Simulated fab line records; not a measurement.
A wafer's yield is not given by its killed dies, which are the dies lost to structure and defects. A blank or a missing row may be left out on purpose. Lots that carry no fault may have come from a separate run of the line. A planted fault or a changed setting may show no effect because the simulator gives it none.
The tool behind it: which one? || flow gf180mcu || 18 wafers from 6 lots sampled at 3 of the route's 602 steps

== WHAT THE GAUGES READ, wafer by wafer ==
GF_M1_THK_MEAS_06: measures by xrf.
{"lot": "L344", "measured": "day 16 09:25", "on": "filmMetro-04", "M1_ALCU_THK (nm)": "441 445 438"}
{"lot": "L348", "measured": "day 18 17:03", "on": "filmMetro-04", "M1_ALCU_THK (nm)": "446 445 442"}
{"lot": "L352", "measured": "day 19 17:23", "on": "filmMetro-04", "M1_ALCU_THK (nm)": "435 435 433"}
{"lot": "L354", "measured": "day 20 08:18", "on": "filmMetro-04", "M1_ALCU_THK (nm)": "441 440 440"}
{"lot": "L363", "measured": "day 23 10:30", "on": "filmMetro-02", "M1_ALCU_THK (nm)": "434 437 446"}
{"lot": "L365", "measured": "day 24 03:59", "on": "filmMetro-04", "M1_ALCU_THK (nm)": "437 439 445"}

== TOOL THAT RAN EACH LOT (tool first, then ch and the chambers of the sampled wafers, then the start) ==
{"lot": "L344", "GF_MVPSD_EXPOSE_04": "ilineStepper-02 ch 0, day 4 23:53", "GF_SAB_ETCH_11": "rieDiel-04 ch 0,2, day 15 08:14"}
{"lot": "L348", "GF_MVPSD_EXPOSE_04": "ilineStepper-02 ch 0, day 6 06:04", "GF_SAB_ETCH_11": "rieDiel-01 ch 0,1, day 17 13:57"}
{"lot": "L352", "GF_MVPSD_EXPOSE_04": "ilineStepper-02 ch 0, day 7 00:13", "GF_SAB_ETCH_11": "rieDiel-03 ch 2,3, day 18 14:25"}
{"lot": "L354", "GF_MVPSD_EXPOSE_04": "ilineStepper-02 ch 0, day 7 13:37", "GF_SAB_ETCH_11": "rieDiel-01 ch 0,2,3, day 19 05:29"}
{"lot": "L363", "GF_MVPSD_EXPOSE_04": "ilineStepper-01 ch 0, day 9 14:43", "GF_SAB_ETCH_11": "rieDiel-04 ch 2,3, day 22 07:46"}
{"lot": "L365", "GF_MVPSD_EXPOSE_04": "ilineStepper-02 ch 0, day 10 05:39", "GF_SAB_ETCH_11": "rieDiel-04 ch 0,1,3, day 23 02:18"}
- GF_MVPSD_EXPOSE_04: exposes mask MVPSD, target cd 1000 nm.
- GF_SAB_ETCH_11: etches SiO2 in C4F8/O2/Ar, target depth 55 nm, time 8.5 s.

== THE ANSWER, worked out from the rows above alone ==
Rule: usual is defined by the lots themselves. Put in order of their means at a reading, lots are off if they are a third of the lots or fewer, leave a main group of 4 or more, and stand apart from it by a gap of 3 or more times the standard deviation of the main group's means; of several such gaps the widest counts. If all means in a main group match to the digits the tables above print for the reading, that group is not used. A lot without any number at a reading at which 4 lots or more have one is off too. All remaining lots with rows at the step are treated as sound.
Nothing can be told from this: no lot is off at any reading shown.

== WHAT THE SIMULATOR PUT IN ==
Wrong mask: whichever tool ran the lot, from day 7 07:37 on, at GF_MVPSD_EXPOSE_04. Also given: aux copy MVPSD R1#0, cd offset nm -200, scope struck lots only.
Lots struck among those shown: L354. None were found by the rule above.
